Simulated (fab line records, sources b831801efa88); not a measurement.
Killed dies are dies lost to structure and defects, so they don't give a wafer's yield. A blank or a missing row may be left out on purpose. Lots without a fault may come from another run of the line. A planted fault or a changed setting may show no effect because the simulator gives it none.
Which tool did it? | flow gf180mcu | 6 lots, 18 wafers sampled, at 2 steps of a route of 602

WHAT THE GAUGES READ, wafer by wafer
GF_MVSD_TW_MEAS_11.
lot  | measured    | on            | MVSD_TW
L407 | day 4 16:10 | film_metro-01 | 1576 1587 1584
L409 | day 5 03:29 | film_metro-04 | 1573 1565 1572
L411 | day 5 16:43 | film_metro-01 | 1562 1559 1557
L413 | day 6 03:44 | film_metro-01 | 1597 1593 1601
L421 | day 8 04:44 | film_metro-04 | 1564 1571 1571
L423 | day 8 15:32 | film_metro-02 | 1672 1678 1669

WHICH TOOL RAN EACH LOT (tool, then ch and the chambers of the sampled wafers, then the start)
lot  | GF_MVSD_IMPLANT_08
L407 | implanter-03 ch 0, day 4 15:46
L409 | implanter-04 ch 0, day 5 03:05
L411 | implanter-03 ch 0, day 5 16:19
L413 | implanter-03 ch 0, day 6 03:20
L421 | implanter-01 ch 0, day 8 04:20
L423 | implanter-01 ch 0, day 8 15:10
- GF_MVSD_IMPLANT_08

THE ANSWER, worked out from the rows above alone
Rule: what is usual is taken from the lots themselves. Put in order of their means at a reading, lots are off if they are a third of the lots or fewer, leave a main group of 4 or more, and stand apart from it by a gap of 3 or more times the standard deviation of the main group's means; of several such gaps the widest counts. A main group whose means are all the same, to the digits that the tables above print for the reading, isn't used. A lot without any number at a reading at which 4 lots or more have one is off too. The other lots that the step has rows for count as sound.
Off: L423, at GF_MVSD_TW_MEAS_11 (MVSD_TW). The main group: mean 1575, standard deviation 13.
A tool fits if, at a process step before that reading, it ran every lot that is off, and no sound lot after the first of them. The gauges at GF_MVSD_TW_MEAS_11 are tried like those tools. Can't be told from this: 2 tools fit, implanter-01 at GF_MVSD_IMPLANT_08, film_metro-02 at GF_MVSD_TW_MEAS_11.

WHAT THE SIMULATOR HAD PUT IN
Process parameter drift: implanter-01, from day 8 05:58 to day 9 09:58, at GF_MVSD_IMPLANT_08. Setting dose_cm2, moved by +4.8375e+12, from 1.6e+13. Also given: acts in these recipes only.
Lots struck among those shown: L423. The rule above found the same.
